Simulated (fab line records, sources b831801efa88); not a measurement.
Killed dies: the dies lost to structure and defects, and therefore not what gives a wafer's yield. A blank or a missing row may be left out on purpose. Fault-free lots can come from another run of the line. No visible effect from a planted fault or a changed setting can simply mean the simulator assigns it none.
fab line records	flow sky130
record: lots: 7	wafers: 21	lastDay: 51
route steps=708 shown LI_CONTACT@381 LOCAL_INTERCONNECT@387 PAD_OPEN@708
lots that met no fault: from a run of the same line without faults
startH: hours from the record's opening day to when the first of the lot's shown wafers began	waitH: hours since the lot's step before	" same as the row above	L1.1+2: several wafers, shown together as one row	- no value, or no start given	* or withheld: withheld	< > ~ a bound
route shown NAME@n: NAME is a module with steps in the file, n the number in the route of the first one	usual: mean and standard deviation over wafers with no fault	same: alike in all rows	chamber/n: place in a boat	sites: each site's reading	_std_site: how widely they spread, as a standard deviation	_edge_site: inner sites' mean taken away from outer sites' mean	radiusMm: how far each site lies from the wafer's centre	mask NAME#n: copy n	behind: the last tool/chamber to shape the wafer	hold: what put the lot on hold/how long, in hours/how the hold closed	device: which transistor (n, p or np) failed to switch	end of line: at the end of the route, the tests of the same wafers	for a step that has no rows: nothing shown but its recipe	killed: count of dies lost to structure and defects at first sort (not the wafer's yield)	map: a wafer's dies, x killed, . not, _ none there
set.NAME: setting as actually run; set.NAME@STEP: the setting as run at that earlier step	model.NAME: the simulator's own value behind a step, which no gauge read
certain route steps with their lots: each step a table, each wafer a row
services: the hour from which a tool's chamber was out of use, counted from the record's first day as startH (under 0 if before that day), plus the number of hours and why
== steps ==
step: SKY_LI_CONTACT_SPUTTER_19
recipe: material: Ti	targetThkNm: 20	chamberPressurePa: 5	powerW: 2500	substrateTempC: 200	timeS: 106.37
step: SKY_LI_CONTACT_SPUTTER_20
recipe: material: TiN	targetThkNm: 20	chamberPressurePa: 5	powerW: 4000	timeS: 80
usual: throttleValvePct: 30.0/0.72
lot.wafer	tool	chamber	startH	waitH	throttleValvePct
L274.1	pvdSputter-03	-	688.47	0.0	29.7
L274.2	"	-	"	"	28.7
L274.3	"	-	"	"	29.7
L281.1	pvdSputter-03	-	753.09	0.0	29.6
L281.5	"	-	"	"	29.7
L281.6	"	-	"	"	29.3
L282.1	pvdSputter-02	-	762.74	0.0	30.2
L282.3	"	-	"	"	30.2
L282.4	"	-	"	"	29.4
L284.1	pvdSputter-01	-	773.59	0.0	30.7
L284.3	"	-	"	"	30.2
L284.6	"	-	"	"	30.9
L285.3	pvdSputter-03	-	777.59	0.0	28.7
L285.4	"	-	"	"	29.6
L285.6	"	-	"	"	29.5
L286.2	pvdSputter-03	-	784.63	0.0	28.4
L286.4	"	-	"	"	29.7
L286.6	"	-	"	"	28.4
L295.1	pvdSputter-01	-	876.48	0.0	30.0
L295.4	"	-	"	"	31.3
L295.6	"	-	"	"	30.1
step: SKY_LI_CONTACT_CVD_21
recipe: material: W	targetThkNm: 400	timeS: 120.56	tempC: 400	pressureTorr: 40
usual: heaterPowerW: 851/87
lot.wafer	tool	chamber	startH	waitH	heaterPowerW
L274.1	cvdW-01	0	688.53	0.0	904
L274.2	"	1	"	"	700
L274.3	"	1	"	"	716
L281.1	cvdW-02	1	753.15	0.0	959
L281.5	"	1	"	"	952
L281.6	"	0	"	"	837
L282.1	cvdW-01	1	762.80	0.0	699
L282.3	"	1	"	"	708
L282.4	"	0	"	"	925
L284.1	cvdW-02	1	773.65	0.0	953
L284.3	"	1	"	"	960
L284.6	"	1	"	"	948
L285.3	cvdW-01	0	777.69	0.1	863
L285.4	"	1	"	"	722
L285.6	"	0	"	"	896
L286.2	cvdW-01	0	784.69	0.0	908
L286.4	"	1	"	"	732
L286.6	"	0	"	"	889
L295.1	cvdW-02	0	876.54	0.0	853
L295.4	"	0	"	"	828
L295.6	"	0	"	"	834
step: SKY_LI_CONTACT_RS_MEAS_22
recipe: thkMeasGauge: four-point-probe	reads: W_of_LI_CONTACT_CVD_21+TiN_of_LI_CONTACT_SPUTTER_20+Ti_of_LI_CONTACT_SPUTTER_19
usual: LI_CONTACT_W_RS: 0.2862/0.0027
lot.wafer	tool	chamber	startH	waitH	LI_CONTACT_W_RS[ohm/sq]
L274.1	filmMetro-03	-	688.66	0.1	0.2889
L274.2	"	-	"	"	0.2843
L274.3	"	-	"	"	0.2878
L281.1	filmMetro-03	-	753.28	0.1	0.2859
L281.5	"	-	"	"	0.2850
L281.6	"	-	"	"	0.2876
L282.1	filmMetro-04	-	762.93	0.1	0.2859
L282.3	"	-	"	"	0.2863
L282.4	"	-	"	"	0.2858
L284.1	filmMetro-04	-	773.78	0.1	0.2879
L284.3	"	-	"	"	0.2907
L284.6	"	-	"	"	0.2872
L285.3	filmMetro-02	-	777.82	0.1	0.2858
L285.4	"	-	"	"	0.2848
L285.6	"	-	"	"	0.2873
L286.2	filmMetro-03	-	784.83	0.1	0.2855
L286.4	"	-	"	"	0.2777
L286.6	"	-	"	"	0.2865
L295.1	filmMetro-03	-	876.67	0.1	0.2842
L295.4	"	-	"	"	0.2860
L295.6	"	-	"	"	0.2849
step: SKY_LI_CONTACT_THK_MEAS_23
recipe: thkMeasGauge: xrf	reads: W_of_LI_CONTACT_CVD_21
usual: LI_CONTACT_W_THK: 399/7.1
lot.wafer	tool	chamber	startH	waitH	LI_CONTACT_W_THK[nm]
L274.1	filmMetro-03	-	688.78	0.1	393
L274.2	"	-	"	"	402
L274.3	"	-	"	"	398
L281.1	filmMetro-03	-	753.40	0.1	397
L281.5	"	-	"	"	402
L281.6	"	-	"	"	399
L282.1	filmMetro-04	-	763.05	0.1	404
L282.3	"	-	"	"	405
L282.4	"	-	"	"	403
L284.1	filmMetro-04	-	773.90	0.1	397
L284.3	"	-	"	"	391
L284.6	"	-	"	"	394
L285.3	filmMetro-02	-	777.92	0.1	396
L285.4	"	-	"	"	396
L285.6	"	-	"	"	393
L286.2	filmMetro-03	-	784.94	0.1	401
L286.4	"	-	"	"	412
L286.6	"	-	"	"	398
L295.1	filmMetro-03	-	876.79	0.1	401
L295.4	"	-	"	"	396
L295.6	"	-	"	"	398
step: SKY_LI_CONTACT_CMP_24
recipe: stopOn: PSG	tOverpolishS: 20	downForcePsi: 3.5	platenRpm: 60	targetThkNm: 0	padVelocityMS: 0.94248
usual: headPressurePsi: 3.500/0.0083	motorCurrentA: 11.2/0.79	overpolishRunS: 20.001/0.0095	timeToEndpointS: 95/3.3
lot.wafer	tool	chamber	startH	waitH	headPressurePsi	motorCurrentA	overpolishRunS	timeToEndpointS
L274.2	cmp-02	2	688.84	0.0	3.500	12.0	20.015	93
L274.3	"	0	"	"	3.482	11.0	20.006	90
L274.1	"	1	"	"	3.501	12.4	20.010	89
L281.1	cmp-02	0	754.84	1.4	3.508	11.2	19.997	95
L281.5	"	3	"	"	3.494	11.4	19.997	95
L281.6	"	0	"	"	3.511	10.9	20.008	92
L282.3	cmp-01	0	763.11	0.0	3.497	10.4	20.001	95
L282.1	"	1	"	"	3.499	11.4	20.010	93
L282.4	"	2	"	"	3.512	9.9	19.990	93
L284.1	cmp-01	3	774.06	0.1	3.496	11.6	20.008	93
L284.3	"	0	"	"	3.507	10.0	20.009	92
L284.6	"	1	"	"	3.490	11.8	20.003	93
L285.4	cmp-01	3	778.01	0.1	3.488	11.8	20.010	97
L285.3	"	1	"	"	3.500	11.8	20.010	98
L285.6	"	3	"	"	3.496	12.0	20.002	97
L286.2	cmp-02	1	784.99	0.0	3.507	12.5	20.000	95
L286.4	"	3	"	"	3.503	11.1	20.003	97
L286.6	"	2	"	"	3.498	11.3	20.013	94
L295.4	cmp-01	0	876.85	0.0	3.504	9.8	20.007	95
L295.1	"	2	"	"	3.486	10.7	19.993	95
L295.6	"	0	"	"	3.491	10.2	20.001	93
step: SKY_LOCAL_INTERCONNECT_SPUTTER_00
recipe: material: TiN	targetThkNm: 100	tempC: 300	powerW: 6500	timeS: 83.3	chamberPressurePa: 0.4
usual: throttleValvePct: 30.3/0.94
lot.wafer	tool	chamber	startH	waitH	throttleValvePct
L274.1	pvdSputter-01	-	689.14	0.1	31.2
L274.2	"	-	"	"	30.4
L274.3	"	-	"	"	30.9
L281.1	pvdSputter-02	-	755.09	0.2	29.7
L281.5	"	-	"	"	30.1
L281.6	"	-	"	"	30.1
L282.1	pvdSputter-02	-	763.41	0.2	30.0
L282.3	"	-	"	"	30.1
L282.4	"	-	"	"	29.7
L284.1	pvdSputter-04	-	774.26	0.1	32.7
L284.3	"	-	"	"	29.0
L284.6	"	-	"	"	29.3
L285.3	pvdSputter-04	-	778.26	0.1	30.9
L285.4	"	-	"	"	28.9
L285.6	"	-	"	"	29.1
L286.2	pvdSputter-04	-	785.29	0.2	30.9
L286.4	"	-	"	"	29.3
L286.6	"	-	"	"	32.4
L295.1	pvdSputter-02	-	877.15	0.1	29.9
L295.4	"	-	"	"	30.1
L295.6	"	-	"	"	30.2
step: SKY_LOCAL_INTERCONNECT_RS_MEAS_01
recipe: thkMeasGauge: four-point-probe	reads: TiN_of_LOCAL_INTERCONNECT_SPUTTER_00
usual: LOCAL_INTERCONNECT_TIN_RS: 14.07/0.16
lot.wafer	tool	chamber	startH	waitH	LOCAL_INTERCONNECT_TIN_RS[ohm/sq]
L274.1	filmMetro-03	-	689.20	0.0	13.99
L274.2	"	-	"	"	14.11
L274.3	"	-	"	"	14.15
L281.1	filmMetro-03	-	755.15	0.0	13.94
L281.5	"	-	"	"	14.15
L281.6	"	-	"	"	13.83
L282.1	filmMetro-03	-	763.47	0.0	14.19
L282.3	"	-	"	"	13.93
L282.4	"	-	"	"	14.02
L284.1	filmMetro-01	-	774.32	0.0	14.31
L284.3	"	-	"	"	14.20
L284.6	"	-	"	"	14.04
L285.3	filmMetro-03	-	778.36	0.1	14.13
L285.4	"	-	"	"	14.14
L285.6	"	-	"	"	14.08
L286.2	filmMetro-03	-	785.38	0.1	14.28
L286.4	"	-	"	"	14.19
L286.6	"	-	"	"	14.22
L295.1	filmMetro-01	-	877.21	0.0	13.90
L295.4	"	-	"	"	14.07
L295.6	"	-	"	"	14.04
step: SKY_LOCAL_INTERCONNECT_THK_MEAS_02
recipe: thkMeasGauge: xrf	reads: TiN_of_LOCAL_INTERCONNECT_SPUTTER_00
usual: LOCAL_INTERCONNECT_TIN_THK: 100.9/1.2
lot.wafer	tool	chamber	startH	waitH	LOCAL_INTERCONNECT_TIN_THK[nm]
L274.1	filmMetro-03	-	689.32	0.1	102.0
L274.2	"	-	"	"	101.4
L274.3	"	-	"	"	101.3
L281.1	filmMetro-03	-	755.27	0.1	102.5
L281.5	"	-	"	"	100.8
L281.6	"	-	"	"	103.0
L282.1	filmMetro-03	-	763.59	0.1	100.2
L282.3	"	-	"	"	101.6
L282.4	"	-	"	"	101.7
L284.1	filmMetro-01	-	774.44	0.1	99.1
L284.3	"	-	"	"	99.5
L284.6	"	-	"	"	100.6
L285.3	filmMetro-03	-	778.46	0.1	101.6
L285.4	"	-	"	"	101.3
L285.6	"	-	"	"	101.9
L286.2	filmMetro-03	-	785.49	0.1	100.1
L286.4	"	-	"	"	100.6
L286.6	"	-	"	"	101.3
L295.1	filmMetro-01	-	877.33	0.1	101.4
L295.4	"	-	"	"	100.8
L295.6	"	-	"	"	100.9
step: SKY_LOCAL_INTERCONNECT_DEHYDRATE_03
recipe: tempC: 200	timeS: 60
step: SKY_LOCAL_INTERCONNECT_HMDS_04
recipe: primeTimeS: 60	primeTempC: 120
step: SKY_LOCAL_INTERCONNECT_COAT_05
recipe: resist: BARC	tempC: withheld	timeS: withheld	spinRpm: 3000	resistThkNm: 60
step: SKY_LOCAL_INTERCONNECT_COAT_06
recipe: resist: KrF-thick	spinRpm: 3000	resistThkNm: 450
usual: chillPlateTempC: 23.00/0.11
lot.wafer	tool	chamber	startH	waitH	chillPlateTempC	model.KrF-thick_of_LOCAL_INTERCONNECT_COAT_06.thkNm
L274.1	lithoTrack-04	0	703	-	23.04	450
L274.2	"	0	"	"	23.01	450.8
L274.3	"	0	"	"	23.14	449.1
L281.1	lithoTrack-01	0	768	-	23.00	448.8
L281.5	"	0	"	"	22.85	448.7
L281.6	"	0	"	"	22.95	449.6
L282.1	lithoTrack-04	0	776	-	22.93	448.6
L282.3	"	0	"	"	22.89	448.6
L282.4	"	0	"	"	22.95	448.9
L284.1	lithoTrack-04	0	787	-	23.11	401.9
L284.3	"	0	"	"	22.95	400.4
L284.6	"	0	"	"	23.01	399.5
L285.3	lithoTrack-04	0	791	-	23.04	400.4
L285.4	"	0	"	"	22.93	401
L285.6	"	0	"	"	22.81	401.4
L286.2	lithoTrack-04	0	798	-	23.13	400.8
L286.4	"	0	"	"	22.98	399.8
L286.6	"	0	"	"	23.00	399.7
L295.1	lithoTrack-01	0	888	-	22.93	450.9
L295.4	"	0	889	-	22.95	449.8
L295.6	"	0	"	"	22.90	450.1
step: SKY_LOCAL_INTERCONNECT_SOFTBAKE_07
recipe: tempC: 100	timeS: 90	resist: KrF-thick
step: SKY_LOCAL_INTERCONNECT_EXPOSE_08
recipe: maskId: LI1M	na: 0.8	sourceShape: annular	sigmaInner: 0.55	sigmaOuter: 0.85	targetCdNm: 170	doseMj: 28
step: SKY_LOCAL_INTERCONNECT_PEB_09
recipe: pebTempC: withheld	pebTimeS: withheld	resist: KrF-thick
step: SKY_LOCAL_INTERCONNECT_DEVELOP_10
recipe: developTimeS: 60	resist: KrF-thick	devTempC: 21
step: SKY_LOCAL_INTERCONNECT_CD_MEAS_11
recipe: targetCdNm: 170
usual: cdNm: 169.8/1.7
lot.wafer	tool	chamber	startH	waitH	cdNm
L274.1	cdSem-01	-	717.20	-	172.2
L274.2	"	-	"	"	171.3
L274.3	"	-	"	"	171.4
L281.1	cdSem-02	-	781.42	-	169.3
L281.5	"	-	"	"	169.3
L281.6	"	-	"	"	169.0
L282.1	cdSem-02	-	790.12	-	169.9
L282.3	"	-	"	"	169.3
L282.4	"	-	"	"	169.6
L284.1	cdSem-02	-	801.12	-	168.3
L284.3	"	-	"	"	168.9
L284.6	"	-	"	"	170.2
L285.3	cdSem-01	-	805.15	-	165.7
L285.4	"	-	"	"	165.1
L285.6	"	-	"	"	165.8
L286.2	cdSem-01	-	812.43	-	167.2
L286.4	"	-	"	"	166.5
L286.6	"	-	"	"	165.7
L295.1	cdSem-02	-	902.07	-	171.6
L295.4	"	-	"	"	171.7
L295.6	"	-	"	"	171.5
step: SKY_LOCAL_INTERCONNECT_OVL_MEAS_12
usual: LOCAL_INTERCONNECT_OVL: -3/4.5
lot.wafer	tool	chamber	startH	waitH	LOCAL_INTERCONNECT_OVL[nm]
L274.1	overlay-01	-	717.32	0.1	-3
L274.2	"	-	"	"	7
L274.3	"	-	"	"	-3
L281.1	overlay-02	-	781.54	0.1	-4
L281.5	"	-	"	"	-9
L281.6	"	-	"	"	-5
L282.1	overlay-01	-	790.24	0.1	-11
L282.3	"	-	"	"	-10
L282.4	"	-	"	"	-10
L284.1	overlay-02	-	801.24	0.1	-9
L284.3	"	-	"	"	-8
L284.6	"	-	"	"	1
L285.3	overlay-02	-	805.24	0.1	0
L285.4	"	-	"	"	-2
L285.6	"	-	"	"	4
L286.2	overlay-02	-	812.53	0.1	3
L286.4	"	-	"	"	-4
L286.6	"	-	"	"	-4
L295.1	overlay-02	-	902.19	0.1	-6
L295.4	"	-	"	"	-1
L295.6	"	-	"	"	5
step: SKY_LOCAL_INTERCONNECT_ETCH_13
recipe: chemistry: N2/H2	target: BARC	ionEnergyEv: 200	biasW: 100	pressureMtorr: 30	n2FlowSccm: 100	h2FlowSccm: 200	icpW: 500	stopOn: SiO2	timeS: 45.9	targetDepthA: 600
usual: drypumpMotorCurrentA: 5.8/0.42	n2FlowSccm: 99.98/0.29	oesProductAu: 0.855/0.0044	throttleValvePct: 13.225/0.0093
lot.wafer	tool	chamber	startH	waitH	drypumpMotorCurrentA	n2FlowSccm	oesProductAu	rfHoursCounterH	throttleValvePct
L274.1	rieMetal-02	0	717.36	0.0	5.3	99.96	0.851	1	13.214
L274.2	"	0	"	"	5.3	99.79	0.850	-	13.229
L274.3	"	0	"	"	5.3	100.04	0.851	-	13.224
L281.1	rieMetal-04	0	781.58	0.0	6.1	99.80	0.854	2	13.222
L281.5	"	0	"	"	6.1	100.10	0.854	-	13.230
L281.6	"	1	"	"	6.3	100.07	0.857	-	13.240
L282.1	rieMetal-02	1	790.28	0.0	5.2	99.75	0.857	2	13.229
L282.3	"	0	"	"	5.3	100.33	0.853	-	13.225
L282.4	"	1	"	"	5.1	99.42	0.859	-	13.230
L284.1	rieMetal-01	0	801.28	0.0	5.7	100.09	0.856	14	13.219
L284.3	"	0	"	"	5.7	100.19	0.849	-	13.216
L284.6	"	0	"	"	5.7	100.08	0.853	-	13.238
L285.3	rieMetal-04	0	805.28	0.0	6.1	99.97	0.856	-	13.228
L285.4	"	1	"	"	6.3	99.72	0.853	-	13.227
L285.6	"	0	"	"	6.1	99.69	0.857	-	13.212
L286.2	rieMetal-01	1	812.56	0.0	6.1	99.53	0.859	5	13.241
L286.4	"	0	"	"	5.7	99.93	0.851	-	13.233
L286.6	"	0	"	"	5.6	99.57	0.861	-	13.204
L295.1	rieMetal-02	1	902.23	0.0	5.1	100.59	0.853	7	13.218
L295.4	"	1	"	"	5.1	100.56	0.862	-	13.206
L295.6	"	0	"	"	5.3	100.23	0.858	-	13.215
step: SKY_LOCAL_INTERCONNECT_METAL_ETCH_14
recipe: targetDepthNm: 110	stopOn: PSG	chemistry: Cl2/BCl3	target: TiN	resistSidewallDeg: 88	pressureMtorr: 10	icpW: 900	biasW: 48.5	Cl2_flow_sccm: 60	bcl3FlowSccm: 30	timeS: 31.4
usual: drypumpMotorCurrentA: 5.8/0.42	oesProductAu: 0.943/0.007	throttleValvePct: 21.899/0.0098
lot.wafer	tool	chamber	startH	waitH	drypumpMotorCurrentA	oesProductAu	rfHoursCounterH	throttleValvePct	model.KrF-thick_of_LOCAL_INTERCONNECT_COAT_06.thkNm
L274.1	rieMetal-02	0	717.49	0.1	5.3	0.947	2	21.904	350
L274.2	"	0	"	"	5.3	0.936	-	21.900	350.5
L274.3	"	0	"	"	5.3	0.937	-	21.912	348.7
L281.1	rieMetal-04	0	781.64	0.0	6.1	0.952	2	21.885	346.9
L281.5	"	0	"	"	6.1	0.944	-	21.901	346.6
L281.6	"	1	"	"	6.3	0.945	-	21.879	347
L282.1	rieMetal-02	1	790.34	0.0	5.1	0.940	2	21.909	345.9
L282.3	"	0	"	"	5.3	0.944	-	21.897	348
L282.4	"	1	"	"	5.1	0.940	-	21.891	347
L284.1	rieMetal-01	0	801.34	0.0	5.7	0.938	14	21.904	301.9
L284.3	"	0	"	"	5.7	0.931	-	21.910	299.8
L284.6	"	0	"	"	5.6	0.950	-	21.905	298.9
L285.3	rieMetal-04	0	805.34	0.0	6.1	0.949	-	21.899	297.9
L285.4	"	1	"	"	6.3	0.934	-	21.877	298.1
L285.6	"	0	"	"	6.1	0.949	-	21.906	298.8
L286.2	rieMetal-01	1	812.62	0.0	6.1	0.929	5	21.899	301.5
L286.4	"	0	"	"	5.7	0.934	-	21.904	300
L286.6	"	0	"	"	5.7	0.936	-	21.906	299.7
L295.1	rieMetal-02	1	902.29	0.0	5.1	0.947	7	21.908	347.6
L295.4	"	1	"	"	5.1	0.945	-	21.918	346.6
L295.6	"	0	"	"	5.3	0.941	-	21.910	348.9
step: SKY_LOCAL_INTERCONNECT_STRIP_15
recipe: chemistry: O2/N2	powerW: 1400	pressureMtorr: 1500	platenTempC: withheld	o2FlowSccm: 3000	n2FlowSccm: 300	overashFraction: 0.5
usual: drypumpMotorCurrentA: 5.9/0.37	n2FlowSccm: 300.0/0.78	oesProductAu: 0.426/0.0045	stripTimeToEndpointS: 4.721/0.024
same: overashFraction: 0.5
lot.wafer	tool	chamber	startH	waitH	drypumpMotorCurrentA	n2FlowSccm	oesProductAu	rfHoursCounterH	stripTimeToEndpointS
L274.1	plasmaAsher-03	1	717.59	0.1	5.6	300.3	0.415	91	4.736
L274.2	"	0	"	"	6.3	300.2	0.433	91	4.740
L274.3	"	0	"	"	6.3	300.3	0.434	-	4.726
L281.1	plasmaAsher-04	0	781.69	0.0	5.9	300.2	0.423	4	4.712
L281.5	"	1	"	"	5.3	300.3	0.419	-	4.698
L281.6	"	0	"	"	5.9	300.1	0.418	-	4.700
L282.1	plasmaAsher-01	1	790.39	0.0	6.2	299.3	0.430	37	4.707
L282.3	"	1	"	"	6.3	299.4	0.428	-	4.721
L282.4	"	0	"	"	5.5	300.5	0.425	-	4.708
L284.1	plasmaAsher-03	1	801.39	0.0	5.6	300.1	0.407	99	4.216
L284.3	"	0	"	"	6.3	299.6	0.413	-	4.207
L284.6	"	0	"	"	6.3	300.0	0.406	-	4.205
L285.3	plasmaAsher-01	1	805.41	0.1	6.3	301.4	0.403	-	4.224
L285.4	"	0	"	"	5.5	300.3	0.408	-	4.182
L285.6	"	1	"	"	6.2	300.4	0.410	-	4.191
L286.2	plasmaAsher-04	1	812.68	0.0	5.3	299.8	0.402	7	4.244
L286.4	"	0	"	"	5.9	299.7	0.401	-	4.205
L286.6	"	1	"	"	5.3	299.3	0.411	-	4.216
L295.1	plasmaAsher-03	1	902.35	0.0	5.6	300.0	0.422	110	4.702
L295.4	"	0	"	"	6.3	299.7	0.433	-	4.682
L295.6	"	0	"	"	6.3	300.5	0.435	-	4.724
step: SKY_LOCAL_INTERCONNECT_STRIP_16
recipe: chemistry: postEtchResidueRemover	timeS: 1200	tempC: 72.5
step: SKY_PAD_OPEN_PROBE_99
usual: killed_at_M0_to_M3: 43/6.4	killed_at_M4_up: 3.2/1.8	killedAtContacts: 25/5.8	killedAtFrontEnd: 16/4.1	killedAtOther: 0.2/0.47	killedDies: 88/9.9	killedOnRim: 17/4.1	killedOpen: 47/7.3	killedShort: 40/7.1
same: grossDies: 492	killedAtBackSide: 0
lot.wafer	tool	chamber	startH	waitH	killed_at_M0_to_M3	killed_at_M4_up	killedAtContacts	killedAtFrontEnd	killedAtOther	killedDies	killedOnRim	killedOpen	killedShort
L282.1	prober-01	-	1133.88	0.1	46	6	27	17	0	96	17	51	44
L282.3	prober-01	-	1133.98	0.2	36	3	21	9	1	70	14	33	36
L282.4	prober-01	-	1134.03	0.2	44	0	34	9	0	87	12	50	37
L284.1	prober-01	-	1139.56	0.1	38	1	16	19	0	74	17	40	34
L284.3	prober-01	-	1139.66	0.2	55	2	15	16	0	88	14	46	42
L284.6	prober-01	-	1139.81	0.2	47	2	14	19	0	82	18	46	36
L285.3	prober-02	-	1147.16	0.2	46	0	26	14	0	86	18	45	40
L285.4	prober-02	-	1147.21	0.2	47	0	11	16	0	74	15	40	33
L285.6	prober-02	-	1147.31	0.2	48	5	22	17	0	92	19	59	33
L286.2	prober-01	-	1152.68	0.1	47	3	24	19	0	93	20	48	44
L286.4	prober-01	-	1152.78	0.2	51	4	29	12	0	96	15	46	50
L286.6	prober-01	-	1152.88	0.2	40	6	22	18	1	87	18	51	35
killed by level:class
L282.1 VIA1:geometricParticle:open=15 LI_CONTACT:geometricParticle:open=9 CONTACT:geometricParticle:open=9 METAL2:geometricParticle:short=8 METAL1:geometricParticle:short=6 VIA1:geometricParticle:short=5 FIELD_ISO:geometricParticle:open=4 FIELD_ISO:geometricParticle:short=4
L282.3 CONTACT:geometricParticle:open=8 VIA1:geometricParticle:short=7 METAL1:geometricParticle:short=6 VIA1:geometricParticle:open=6 CONTACT:geometricParticle:short=5 VIA2:geometricParticle:open=5 LI_CONTACT:geometricParticle:open=4 FIELD_ISO:geometricParticle:short=3
L282.4 VIA1:geometricParticle:open=14 CONTACT:geometricParticle:open=11 CONTACT:geometricParticle:short=7 LOCAL_INTERCONNECT:geometricParticle:short=6 VIA2:geometricParticle:open=6 VIA3:geometricParticle:open=6 LI_CONTACT:geometricParticle:open=5 METAL1:geometricParticle:short=5
L284.1 VIA1:geometricParticle:open=10 FIELD_ISO:geometricParticle:open=6 CONTACT:geometricParticle:open=6 FIELD_ISO:geometricParticle:short=5 METAL2:geometricParticle:short=5 CONTACT:geometricParticle:short=5 VIA1:geometricParticle:short=5 VIA3:geometricParticle:open=5
L284.3 VIA1:geometricParticle:open=11 METAL1:geometricParticle:short=8 VIA3:geometricParticle:open=7 VIA1:geometricParticle:short=5 POLY_GATE:geometricParticle:open=5 METAL3:geometricParticle:short=5 CONTACT:geometricParticle:open=5 METAL2:geometricParticle:short=5
L284.6 VIA1:geometricParticle:open=12 VIA3:geometricParticle:open=9 POLY_GATE:geometricParticle:open=6 CONTACT:geometricParticle:open=6 METAL1:geometricParticle:short=5 LOCAL_INTERCONNECT:geometricParticle:short=4 VIA1:geometricParticle:short=4 VIA2:geometricParticle:open=4
L285.3 VIA1:geometricParticle:open=11 CONTACT:geometricParticle:open=9 VIA3:geometricParticle:open=8 FIELD_ISO:geometricParticle:short=7 CONTACT:geometricParticle:short=6 VIA2:geometricParticle:short=6 VIA2:geometricParticle:open=6 METAL2:geometricParticle:short=5
L285.4 VIA2:geometricParticle:open=9 VIA3:geometricParticle:open=7 FIELD_ISO:geometricParticle:open=5 VIA1:geometricParticle:open=5 VIA2:geometricParticle:short=5 FIELD_ISO:geometricParticle:short=4 POLY_GATE:geometricParticle:open=4 METAL1:geometricParticle:short=4
L285.6 CONTACT:geometricParticle:open=11 VIA1:geometricParticle:open=11 VIA2:geometricParticle:open=10 POLY_GATE:geometricParticle:open=5 VIA1:geometricParticle:short=5 LI_CONTACT:geometricParticle:open=5 VIA3:geometricParticle:open=5 METAL1:geometricParticle:short=5
L286.2 VIA1:geometricParticle:open=9 LI_CONTACT:geometricParticle:open=9 METAL2:geometricParticle:short=9 POLY_GATE:geometricParticle:short=8 CONTACT:geometricParticle:open=7 VIA2:geometricParticle:open=7 CONTACT:geometricParticle:short=6 VIA3:geometricParticle:open=5
L286.4 VIA1:geometricParticle:open=11 VIA3:geometricParticle:open=9 VIA1:geometricParticle:short=9 CONTACT:geometricParticle:short=9 LI_CONTACT:geometricParticle:open=8 CONTACT:geometricParticle:open=8 METAL2:geometricParticle:short=7 VIA2:geometricParticle:open=5
L286.6 VIA1:geometricParticle:open=13 LI_CONTACT:geometricParticle:open=9 CONTACT:geometricParticle:open=9 FIELD_ISO:geometricParticle:short=6 VIA2:geometricParticle:open=6 POLY_GATE:geometricParticle:open=5 VIA1:geometricParticle:short=5 METAL2:geometricParticle:short=5
== services ==
tool	chamber	startH	hours	kind
cmp-02	-	664.61	5.7	pm
pvdSputter-01	-	667.01	13.7	repair
cmp-02	-	673.32	0.7	repair
pvdSputter-04	-	679.68	14.6	repair
cmp-01	-	688.42	6.8	repair
plasmaAsher-03	-	695.32	1.9	repair
cvdW-02	1	703.58	1.4	repair
cmp-01	-	714.56	2.3	repair
cvdW-01	0	735.23	3.6	repair
cmp-01	-	736.12	0.6	repair
cmp-01	-	742.25	9.0	pm
cmp-01	-	751.22	4.0	pm
rieMetal-02	-	760.79	2.8	pm
pvdSputter-02	-	777.51	3.1	repair
pvdSputter-02	-	807.70	3.8	repair
pvdSputter-02	-	813.95	5.4	repair
rieMetal-04	0	822.93	5.7	repair
rieMetal-04	-	825.52	2.4	repair
cmp-01	-	842.17	4.5	pm
pvdSputter-03	-	849.68	2.0	repair
cmp-01	-	858.89	1.5	repair
rieMetal-04	-	869.15	0.3	repair
cmp-01	-	887.88	0.3	repair
pvdSputter-02	-	890.26	7.2	repair
== key ==
firstSign: step: SKY_LOCAL_INTERCONNECT_CD_MEAS_11	reading: cdNm	direction: down	sigmas: 1.6	usual: 169.8	struck: 167.1
effect: step: SKY_LOCAL_INTERCONNECT_STRIP_15	reading: stripTimeToEndpointS	direction: down	sigmas: 21	usual: *	struck: *
modelEffect: step: SKY_LOCAL_INTERCONNECT_COAT_06	value: KrF-thick_of_LOCAL_INTERCONNECT_COAT_06.thkNm	without: 450.9	struck: 400.5
modelEffect: step: SKY_LOCAL_INTERCONNECT_METAL_ETCH_14	value: KrF-thick_of_LOCAL_INTERCONNECT_COAT_06.thkNm	without: 350	struck: 299.6
metAt SKY_LOCAL_INTERCONNECT_COAT_06
struckWafers L284.1,L284.3,L284.6,L285.3,L285.4,L285.6,L286.2,L286.4,L286.6
testerLeftOut L284,L285,L286
onsetBetween 776 787
alsoFits SKY_LOCAL_INTERCONNECT_SPUTTER_00:pvdSputter-04
fault: kind: processParameterDrift	tool: lithoTrack-04	chamber: -	onsetH: 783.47	steps: SKY_LOCAL_INTERCONNECT_COAT_06	channel: resistThkNm	offset: -50.237	shape: step	endH: 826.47	actsIn: theseRecipesOnly	stated: 450
testerLeftOut: of these lots the tester's yield and bins aren't shown, on N5 and GAA mostly nor the transistor test; their killed dies are dies lost to structure and defects alone, not to doping, threshold or leakage, so they don't give the yield
